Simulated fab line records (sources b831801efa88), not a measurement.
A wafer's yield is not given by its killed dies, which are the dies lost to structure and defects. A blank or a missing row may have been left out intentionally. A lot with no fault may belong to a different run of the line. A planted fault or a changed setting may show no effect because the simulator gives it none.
Which of the tools did it?	flow gf180mcu	Sampling: 12 lots, 36 wafers, 5 of 602 route steps

## WHAT THE GAUGES READ, wafer by wafer
GF_M2_OVL_MEAS_15.
lot	measured	on	M2_OVL (nm)
L346	day 19 01:10	overlay-02	-4 -6 -6
L348	day 19 22:08	overlay-01	18 15 13
L351	day 21 03:02	overlay-02	3 3 6
L353	day 21 22:52	overlay-01	4 3 2
L354	day 22 08:50	overlay-02	-9 -3 -2
L355	day 22 21:23	overlay-01	6 -11 6
L358	day 23 16:07	overlay-02	7 8 5
L359	day 24 00:34	overlay-02	9 4 -3
L360	day 24 02:49	overlay-02	-1 -3 -4
L361	day 24 21:49	overlay-01	3 2 4
L368	day 26 20:25	overlay-02	8 4 6
L369	day 26 22:43	overlay-02	6 1 5

GF_V3_THK_MEAS_03.
lot	measured	on	V3_CVD_02_THK (nm)
L346	day 21 05:34	filmMetro-02	843 850 853
L348	day 22 01:47	filmMetro-04	851 869 860
L351	day 23 05:40	filmMetro-02	826 859 848
L353	day 24 01:10	filmMetro-04	843 848 855
L354	day 24 10:10	filmMetro-03	833 833 836
L355	day 24 23:12	filmMetro-02	846 865 861
L358	day 25 16:24	filmMetro-03	837 839 860
L359	day 26 00:03	filmMetro-03	851 854 1203
L360	day 26 02:16	filmMetro-04	1204 853 1220
L361	day 26 18:52	filmMetro-02	854 861 867
L368	day 28 15:59	filmMetro-03	845 860 856
L369	day 28 18:24	filmMetro-04	844 839 835

GF_V3_BOW_MEAS_05.
lot	measured	on	V3_BOW (um)
L346	day 21 05:56	filmMetro-02	130 113 116
L348	day 22 02:10	filmMetro-02	106 115 108
L351	day 23 06:02	filmMetro-02	101 105 116
L353	day 24 01:32	filmMetro-03	102 107 110
L354	day 24 10:32	filmMetro-04	121 113 119
L355	day 24 23:49	filmMetro-03	118 118 120
L358	day 25 16:47	filmMetro-02	119 109 120
L359	day 26 00:25	filmMetro-03	116 128 123
L360	day 26 02:38	filmMetro-04	110 107 118
L361	day 26 19:15	filmMetro-03	112 106 124
L368	day 28 16:22	filmMetro-02	100 112 100
L369	day 28 18:47	filmMetro-02	116 130 110

## TOOL THAT RAN EACH LOT (tool first, then ch and the chambers of the sampled wafers, then the start)
lot	GF_V3_CVD_02	GF_V3_CMP_04
L346	pecvd-02 ch 0,1,2, day 21 05:29	cmp-02 ch 0,1,2, day 21 05:43
L348	pecvd-04 ch 0,1,2, day 22 01:41	cmp-01 ch 0,1, day 22 01:49
L351	pecvd-01 ch 0,1, day 23 05:34	cmp-01 ch 1,2, day 23 05:42
L353	pecvd-01 ch 1, day 24 01:04	cmp-02 ch 0,1,2, day 24 01:17
L354	pecvd-02 ch 0,1,2, day 24 10:06	cmp-01 ch 1,2,3, day 24 10:20
L355	pecvd-04 ch 0,1,2, day 24 23:07	cmp-01 ch 0,1,2, day 24 23:32
L358	pecvd-02 ch 0,2, day 25 16:19	cmp-01 ch 1,2,3, day 25 16:26
L359	pecvd-04 ch 0,1,2, day 25 23:59	cmp-01 ch 0,1,3, day 26 00:07
L360	pecvd-04 ch 0,2, day 26 02:12	cmp-02 ch 0,1,2, day 26 02:20
L361	pecvd-02 ch 0,1,2, day 26 18:47	cmp-02 ch 1,2, day 26 18:53
L368	pecvd-01 ch 1,2, day 28 15:55	cmp-01 ch 2,3, day 28 16:02
L369	pecvd-01 ch 0,1,2, day 28 18:20	cmp-02 ch 1,2, day 28 18:26
- GF_V3_CVD_02: deposits SiO2 from TEOS, target thk 850 nm, time 94.851 s.
- GF_V3_CMP_04: polishes SiO2.

## AS READ BY THE TOOLS THEMSELVES (means over the sampled wafers that have a number; for cases with no such wafer, the mark the record gives instead)
GF_V3_CVD_02.
lot	tool	heaterPowerW (W)
L346	pecvd-02	754
L348	pecvd-04	627
L351	pecvd-01	816
L353	pecvd-01	685
L354	pecvd-02	661
L355	pecvd-04	724
L358	pecvd-02	699
L359	pecvd-04	609
L360	pecvd-04	686
L361	pecvd-02	764
L368	pecvd-01	702
L369	pecvd-01	735

GF_V3_CMP_04.
lot	tool	motorCurrentA (A)	slurryFlowMlMin	timeToEndpointS (s)
L346	cmp-02	12.8	150.1	80
L348	cmp-01	11.9	149.9	84
L351	cmp-01	12.1	149.9	79
L353	cmp-02	12.5	150.3	75
L354	cmp-01	11.8	150.0	73
L355	cmp-01	11.4	149.6	78
L358	cmp-01	11.6	150.1	78
L359	cmp-01	11.3	150.0	125
L360	cmp-02	13.1	150.4	165
L361	cmp-02	12.9	150.0	81
L368	cmp-01	11.6	149.7	86
L369	cmp-02	13.2	150.1	74

## THE ANSWER, worked out from the rows above alone
Rule: what is usual is taken from the lots themselves. The widest of any qualifying gaps counts: lots, ordered by their means at a reading, are off when they make up no more than a third of the lots, leave a main group of 4 or more, and stand apart from it by 3 or more times the standard deviation of that group's means. If all means in a main group match to the digits the tables above print for the reading, that group is not used. Also off: a lot with no number at a reading for which 4 or more lots have one. The other lots that the step has rows for count as sound. Order of review: gauges by route order, followed by the tools' own readings, for which a lot's mean as printed above is used. The first step at which some lot is off is used, and at that step the reading that is off furthest; a lot without a number counts as furthest.
Off: L359, L360, seen at GF_V3_THK_MEAS_03 (V3_CVD_02_THK). For the main group the mean is 849 nm and the standard deviation 8.4.
If a tool, at a process step before that reading, ran all the lots that are off and no sound lot after the first of them, it fits. Not tried: the gauges at GF_V3_THK_MEAS_03; whatever is off there is also off at GF_V3_CMP_04, on other tools, and gauge error can't account for it. One fits: GF_V3_CVD_02 on pecvd-04. Its last sound lot is L355 (day 24 23:07), its first lot that is off L359 (day 25 23:59): a fault that began between those two fits.

## WHAT THE SIMULATOR HAD PUT IN
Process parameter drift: pecvd-04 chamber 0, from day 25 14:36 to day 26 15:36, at GF_V3_CVD_02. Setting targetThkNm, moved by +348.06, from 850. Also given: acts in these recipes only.
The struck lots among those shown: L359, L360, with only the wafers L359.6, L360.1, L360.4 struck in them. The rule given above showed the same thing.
